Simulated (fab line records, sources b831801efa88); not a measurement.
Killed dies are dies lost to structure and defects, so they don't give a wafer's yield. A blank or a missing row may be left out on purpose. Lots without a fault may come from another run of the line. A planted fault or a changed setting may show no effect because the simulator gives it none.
Problem report in the 8D (eight disciplines) form, filled by code | flow gf180mcu | the parts of the form that need people (team, actions taken, sign-off) are left out

1. THE PROBLEM
oes_product_au at GF_M5_METAL_ETCH_10 reads a mean of 0.731 a.u. on 3 wafers of 3 lots; wafers without a fault read 0.992 a.u. with a standard deviation of 0.0073. That is -36 standard deviations from the usual mean.
The step: etches the open film in Cl2/BCl3, stops on SiO2, target depth 750.8 nm, time 125.1 s.
First seen on wafer L620.3, day 27 14:21, on rie_metal-04. The record holds 42 wafers of 15 lots with a number at this step. Rule for "out", or "out of limits": more than 4 standard deviations from the usual mean. The other wafers with a number count as sound.

2. WHAT IT IS AND WHAT IT IS NOT
question                    | is                                 | is not
which readings at this step | oes_product_au, throttle_valve_pct | bcl3_flow_sccm, drypump_motor_current_A
which lots                  | L620, L622, L623                   | L614, L615, L616, L617, L618, L619, L631, L632, L633, L634, L636, L637
which wafers of those lots  | L620.3, L622.2, L623.3             | L620.4, L622.6, L623.6
read on which tools         | rie_metal-04                       | rie_metal-02, rie_metal-03
when                        | from day 27 14:21                  | up to then (19 sound wafers); but 20 sound wafers of L622, L623, L631, L632, L633, L634, L636, L637 came after

3. SUSPECTS, AND WHAT RULES EACH OUT
Counting: a tool at a process step up to the reading stays a suspect if it ran every lot that is out. Sound lots after the first of them don't rule it out here, since some wafers of a struck lot are sound.
- rie_metal-04 at GF_M5_METAL_ETCH_10 (etches the open film in Cl2/BCl3, stops on SiO2, target depth 750.8 nm, time 125.1 s): kept. It ran every lot that is out, first L620 (day 27 14:21); its last sound lot up to then is L619 (day 27 07:51). Its own readings are out on those wafers: oes_product_au, throttle_valve_pct.
Left after counting: rie_metal-04 at GF_M5_METAL_ETCH_10.

4. THE CAUSE (what the simulator had put in)
Process parameter drift: rie_metal-04, from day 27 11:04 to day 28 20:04, at GF_M5_METAL_ETCH_10. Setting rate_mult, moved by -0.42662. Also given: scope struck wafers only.
Counting left only this tool.

5. THE CHAIN OF EFFECTS, in route order
Each row: a reading whose mean over the struck wafers that have a number lies more than 3 standard deviations from the usual. Only readings for which the record gives a usual standard deviation are gone through. hours: the time from each lot's start at the first step in this table that gives one to its start at this step, as a median over the lots. sigmas: the change in usual standard deviations.
hours | step                | reading                  | usual      | on struck wafers | change | sigmas
0     | GF_M5_METAL_ETCH_10 | oes_product_au           | 0.992 a.u. | 0.731            | -0.261 | -36
0     | GF_M5_METAL_ETCH_10 | throttle_valve_pct       | 28.228 %   | 28.513           | +0.285 | +26
0     | GF_M5_STRIP_11      | oes_product_au           | 0.522 a.u. | 0.569            | +0.047 | +9.2
0     | GF_M5_STRIP_11      | strip_time_to_endpoint_s | 7.02 s     | 8.30             | +1.28  | +18
The process steps in it:
- GF_M5_METAL_ETCH_10: etches the open film in Cl2/BCl3, stops on SiO2, target depth 750.8 nm, time 125.1 s.
- GF_M5_STRIP_11: strips in O2/N2.

6. WHAT WOULD HAVE CAUGHT IT SOONER
In this record the first reading out of limits was taken at day 27 14:21, 3 hours after the fault began at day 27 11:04.
